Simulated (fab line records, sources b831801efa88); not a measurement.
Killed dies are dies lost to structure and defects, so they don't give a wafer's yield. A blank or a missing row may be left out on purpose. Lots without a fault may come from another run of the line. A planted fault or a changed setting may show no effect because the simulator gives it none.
Problem report in the 8D (eight disciplines) form, filled by code | flow sky130 | the parts of the form that need people (team, actions taken, sign-off) are left out

1. THE PROBLEM
strip_time_to_endpoint_s at SKY_VIA3_STRIP_16 reads a mean of 3.605 s on 2 wafers of 2 lots; wafers without a fault read 4.131 s with a standard deviation of 0.023. That is -23 standard deviations from the usual mean.
The step: strips in O2/N2.
First seen on wafer L221.3, day 44 04:05, on plasma_asher-02. The record holds 32 wafers of 11 lots with a number at this step. Rule for "out", or "out of limits": more than 4 standard deviations from the usual mean. The other wafers with a number count as sound.

2. WHAT IT IS AND WHAT IT IS NOT
question                    | is                       | is not
which readings at this step | strip_time_to_endpoint_s | drypump_motor_current_A, o2_flow_sccm
which lots                  | L221, L223               | L206, L207, L208, L209, L211, L212, L214, L228, L229
which wafers of those lots  | L221.3, L223.3           | L221.2, L221.5, L223.5
read on which tools         | plasma_asher-02          | plasma_asher-01, plasma_asher-04
when                        | from day 44 04:05        | up to then (23 sound wafers); but 7 sound wafers of L223, L228, L229 came after

3. SUSPECTS, AND WHAT RULES EACH OUT
Counting: a tool at a process step up to the reading stays a suspect if it ran every lot that is out. Sound lots after the first of them don't rule it out here, since some wafers of a struck lot are sound.
- pvd_sputter-03 at SKY_CAPM_SPUTTER_02 (material TiN, target thk 200 nm, time 166.7 s): kept. It ran every lot that is out, first L221 (day 41 04:34); its last sound lot up to then is L207 (day 36 09:38).
- cmp-02 at SKY_VIA3_CMP_02 (polishes SiO2): kept. It ran every lot that is out, first L221 (day 43 05:10); its last sound lot up to then is L212 (day 41 05:58).
- rie_diel-01 at SKY_VIA3_ETCH_15 (etches SiO2 in C4F8/O2/Ar, stops on TiN, target depth 507 nm, time 78 s): kept. It ran every lot that is out, first L221 (day 44 04:01); its last sound lot up to then is L214 (day 42 05:08).
- plasma_asher-02 at SKY_VIA3_STRIP_16 (strips in O2/N2): kept. It ran every lot that is out, first L221 (day 44 04:05); its last sound lot up to then is L212 (day 42 06:15). Its own readings are out on those wafers: strip_time_to_endpoint_s.
- Within rie_diel-01 at SKY_VIA3_ETCH_15: the wafers that are out ran in chambers 0, 2; their sound lot-mates ran in chambers 1, 3.
Left after counting: pvd_sputter-03 at SKY_CAPM_SPUTTER_02, cmp-02 at SKY_VIA3_CMP_02, rie_diel-01 at SKY_VIA3_ETCH_15, plasma_asher-02 at SKY_VIA3_STRIP_16.

4. THE CAUSE (what the simulator had put in)
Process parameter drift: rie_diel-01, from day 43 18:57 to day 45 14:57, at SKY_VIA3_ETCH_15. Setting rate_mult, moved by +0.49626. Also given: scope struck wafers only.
Counting left 4 suspects, and this tool is among them.

5. THE CHAIN OF EFFECTS, in route order
Each row: a reading whose mean over the struck wafers that have a number lies more than 3 standard deviations from the usual. Only readings for which the record gives a usual standard deviation are gone through. hours: the time from each lot's start at the first step in this table that gives one to its start at this step, as a median over the lots. sigmas: the change in usual standard deviations.
hours | step              | reading                  | usual      | on struck wafers | change | sigmas
0     | SKY_VIA3_STRIP_16 | oes_product_au           | 0.401 a.u. | 0.380            | -0.021 | -4.7
0     | SKY_VIA3_STRIP_16 | strip_time_to_endpoint_s | 4.131 s    | 3.605            | -0.526 | -23
The process steps in it:
- SKY_VIA3_STRIP_16: strips in O2/N2.

6. WHAT WOULD HAVE CAUGHT IT SOONER
In this record the first reading out of limits was taken at day 44 04:05, 9 hours after the fault began at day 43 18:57.
Of the tool readings at SKY_VIA3_ETCH_15 for which the record gives a usual standard deviation, none was out on any struck wafer, so an alarm limit of 4 standard deviations on them would not have fired.
Of the lots that are out (2), L223 began SKY_VIA3_ETCH_15 on rie_diel-01 after day 44 04:05. A hold on the tool at that time would have spared it.
